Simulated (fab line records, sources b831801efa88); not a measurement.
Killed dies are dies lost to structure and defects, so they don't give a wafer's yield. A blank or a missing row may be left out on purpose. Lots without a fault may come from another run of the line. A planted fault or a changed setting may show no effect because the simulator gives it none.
Which tool did it? | flow sky130 | 14 lots, 42 wafers sampled, at 4 steps of a route of 708

WHAT THE GAUGES READ, wafer by wafer
SKY_PWDE_TW_MEAS_10.
lot  | measured    | on            | PWDE_TW
L209 | day 5 05:11 | film_metro-02 | 374.6 375.1 376.8
L210 | day 5 06:10 | film_metro-02 | 375.2 375.8 376.5
L211 | day 5 06:32 | film_metro-01 | 369.0 369.2 370.4
L213 | day 5 17:38 | film_metro-03 | 378.1 377.6 377.5
L214 | day 5 17:28 | film_metro-01 | 373.5 373.0 371.9
L217 | day 6 08:37 | film_metro-01 | 371.1 374.1 371.5
L219 | day 6 14:47 | film_metro-03 | 377.3 376.7 379.4
L223 | day 7 16:58 | film_metro-01 | 368.8 373.4 371.2
L224 | day 7 20:04 | film_metro-02 | 373.8 376.0 374.9
L225 | day 8 02:22 | film_metro-01 | 373.2 371.0 371.8
L227 | day 8 19:37 | film_metro-01 | 374.1 374.8 373.4
L228 | day 9 04:46 | film_metro-02 | 379.0 377.5 377.3
L229 | day 9 06:43 | film_metro-03 | 375.0 374.2 375.5
L230 | day 9 07:25 | film_metro-02 | 378.0 375.5 378.9

SKY_VT_ADJUST_HVTP_OVL_MEAS_08.
lot  | measured     | on         | VT_ADJUST_HVTP_OVL (nm)
L209 | day 7 11:48  | overlay-01 | 1.7 0.1 -1.7
L210 | day 7 12:44  | overlay-02 | -3.5 -1.6 -1.8
L211 | day 7 13:54  | overlay-02 | -1.1 -0.9 -1.1
L213 | day 8 04:51  | overlay-01 | -0.4 -0.2 -1.6
L214 | day 8 04:32  | overlay-02 | -1.7 -2.1 -2.4
L217 | day 8 20:02  | overlay-02 | -3.6 -1.6 -4.7
L219 | day 9 03:32  | overlay-02 | -2.2 -2.6 -1.4
L223 | day 10 10:41 | overlay-01 | 0.7 0.4 1.6
L224 | day 10 12:43 | overlay-02 | -2.3 -2.4 -2.2
L225 | day 10 19:33 | overlay-02 | -1.5 -1.3 0.6
L227 | day 11 15:17 | overlay-02 | -4.6 -3.6 -3.6
L228 | day 12 01:41 | overlay-02 | -1.6 -2.0 -2.0
L229 | day 12 03:48 | overlay-02 | -1.8 -2.8 -0.6
L230 | day 12 04:59 | overlay-02 | -2.3 -4.2 -1.4

SKY_VT_ADJUST_LVTN_OVL_MEAS_18.
lot  | measured     | on         | VT_ADJUST_LVTN_01_OVL (nm)
L209 | day 9 04:56  | overlay-02 | -2.0 -1.1 -0.9
L210 | day 9 05:59  | overlay-01 | -0.4 -1.0 2.4
L211 | day 9 07:34  | overlay-01 | 0.4 0.8 0.9
L213 | day 10 00:11 | overlay-01 | -0.8 -0.9 -2.4
L214 | day 9 23:34  | overlay-02 | -1.8 -1.5 -0.3
L217 | day 10 15:32 | overlay-01 | -0.9 0.2 -1.3
L219 | day 10 23:31 | overlay-02 | 1.7 0.4 1.7
L223 | day 12 09:41 | overlay-02 | -0.3 -2.4 -1.2
L224 | day 12 12:11 | overlay-02 | -0.1 -0.6 0.2
L225 | day 12 18:55 | overlay-02 | 4.2 -2.1 -0.1
L227 | day 13 17:11 | overlay-02 | -4.9 -3.1 -2.0
L228 | day 14 04:08 | overlay-02 | -0.8 -1.6 -0.8
L229 | day 14 06:07 | overlay-02 | 0.1 -0.1 1.0
L230 | day 14 08:07 | overlay-02 | -1.4 -1.4 -1.5

WHICH TOOL RAN EACH LOT (tool, then ch and the chambers of the sampled wafers, then the start)
lot  | SKY_FIELD_ISO_WET_ETCH_21
L209 | wet_bench-04 ch 1, day 2 21:55
L210 | wet_bench-04 ch 1, day 2 23:25
L211 | wet_bench-02 ch 3, day 3 03:22
L213 | wet_bench-03 ch 1, day 3 15:10
L214 | wet_bench-04 ch 1, day 3 21:55
L217 | wet_bench-03 ch 2, day 4 13:37
L219 | wet_bench-02 ch 2, day 4 20:05
L223 | wet_bench-03 ch 0, day 5 15:49
L224 | wet_bench-03 ch 3, day 5 22:19
L225 | wet_bench-04 ch 3, day 6 02:55
L227 | wet_bench-04 ch 1, day 6 14:28
L228 | wet_bench-03 ch 0, day 6 21:11
L229 | wet_bench-03 ch 3, day 7 01:02
L230 | wet_bench-03 ch 0, day 7 03:46
- SKY_FIELD_ISO_WET_ETCH_21: etches SiO2 in dHF, target depth 20 nm, time 400 s.

WHAT THE TOOLS THEMSELVES READ (means of the sampled wafers that have a number; where no wafer has one, the mark that the record gives instead)
SKY_FIELD_ISO_WET_ETCH_21.
lot  | tool         | bath_heat_duty_pct (%) | run_length_s (s) | temp_c (C)
L209 | wet_bench-04 | 5.9                    | 425              | 25.02
L210 | wet_bench-04 | 5.9                    | 425              | 24.98
L211 | wet_bench-02 | 6.4                    | 426              | 24.96
L213 | wet_bench-03 | 7.2                    | 425              | 25.04
L214 | wet_bench-04 | 6.1                    | 432              | 24.95
L217 | wet_bench-03 | -                      | -                | -
L219 | wet_bench-02 | -                      | -                | -
L223 | wet_bench-03 | 8.3                    | 436              | 24.93
L224 | wet_bench-03 | 6.8                    | 425              | 24.97
L225 | wet_bench-04 | 6.4                    | 426              | 25.08
L227 | wet_bench-04 | 5.5                    | 425              | 25.00
L228 | wet_bench-03 | 8.3                    | 435              | 24.93
L229 | wet_bench-03 | 7.1                    | 433              | 25.02
L230 | wet_bench-03 | 7.9                    | 436              | 25.10

THE ANSWER, worked out from the rows above alone
Rule: what is usual is taken from the lots themselves. Put in order of their means at a reading, lots are off if they are a third of the lots or fewer, leave a main group of 4 or more, and stand apart from it by a gap of 3 or more times the standard deviation of the main group's means; of several such gaps the widest counts. A main group whose means are all the same, to the digits that the tables above print for the reading, isn't used. A lot without any number at a reading at which 4 lots or more have one is off too. The other lots that the step has rows for count as sound. The gauges are gone through in route order, then the tools' own readings, and for those a lot's mean is taken as printed above. The first step at which some lot is off is used, and at that step the reading that is off furthest; a lot without a number counts as furthest.
Off: L217, L219, at SKY_FIELD_ISO_WET_ETCH_21 (bath_heat_duty_pct). Without a number there: L217, L219. The main group: mean 6.8 %, standard deviation 0.92.
A tool fits if, at that step or a process step before it, it ran every lot that is off, and no sound lot after the first of them. None of those tried fits.

WHAT THE SIMULATOR HAD PUT IN
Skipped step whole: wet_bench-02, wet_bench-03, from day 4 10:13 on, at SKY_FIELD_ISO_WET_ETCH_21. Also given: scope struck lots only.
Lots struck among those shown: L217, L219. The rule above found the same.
